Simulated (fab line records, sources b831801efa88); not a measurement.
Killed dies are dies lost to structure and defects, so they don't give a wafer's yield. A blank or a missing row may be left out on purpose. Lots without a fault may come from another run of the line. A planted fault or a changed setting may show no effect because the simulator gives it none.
Chamber matching | flow gf180mcu | GF_V5_CVD_02 on pecvd-02: 3 sister chambers
The step deposits SiO2 from TEOS, target thk 1450 nm, time 163.28 s. 3 wafers are shown with their chamber, then 12 later ones without.

WAFERS WITH THEIR CHAMBER
wafer  | chamber | heater_power_w (W)
L089.1 | 2       | 745
L089.2 | 1       | 622
L089.3 | 0       | 598

WAFERS WITHOUT THEIR CHAMBER
wafer  | heater_power_w (W)
L091.3 | 605
L091.4 | 646
L091.6 | 511
L093.3 | 586
L093.4 | 611
L093.6 | 741
L095.1 | 763
L095.2 | 601
L095.3 | 650
L095.4 | 627
L095.5 | 497
L095.6 | 679

WHICH CHAMBER EACH WENT THROUGH
wafer  | from the rows above          | in truth
L091.3 | can't be placed: 0 or 1      | 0
L091.4 | can't be placed: 1 or 0 or 2 | 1
L091.6 | can't be placed: 0 or 1      | 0
L093.3 | can't be placed: 0 or 1      | 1
L093.4 | can't be placed: 1 or 0      | 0
L093.6 | 2                            | 2
L095.1 | 2                            | 2
L095.2 | can't be placed: 0 or 1      | 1
L095.3 | can't be placed: 1 or 0 or 2 | 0
L095.4 | can't be placed: 1 or 0      | 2
L095.5 | can't be placed: 0 or 1      | 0
L095.6 | can't be placed: 1 or 2 or 0 | 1
Placed correctly: 2 of 12. Can't be placed from these rows: 10 (the true chamber is among the candidates in 9). Placed wrongly: 0.
How it was worked out, from the rows above alone: a wafer's distance from a chamber is the root of the sum, over the readings, of the square of ((its reading less the chamber's mean) divided by the reading's scatter). The wafer belongs to the nearest chamber; if the next one is less than 2 further off, it can't be placed. A chamber's mean is the mean of its shown wafers. The scatter: with one shown wafer a chamber, the root of the mean of the squares of how far each hidden wafer lies from its nearest shown one.
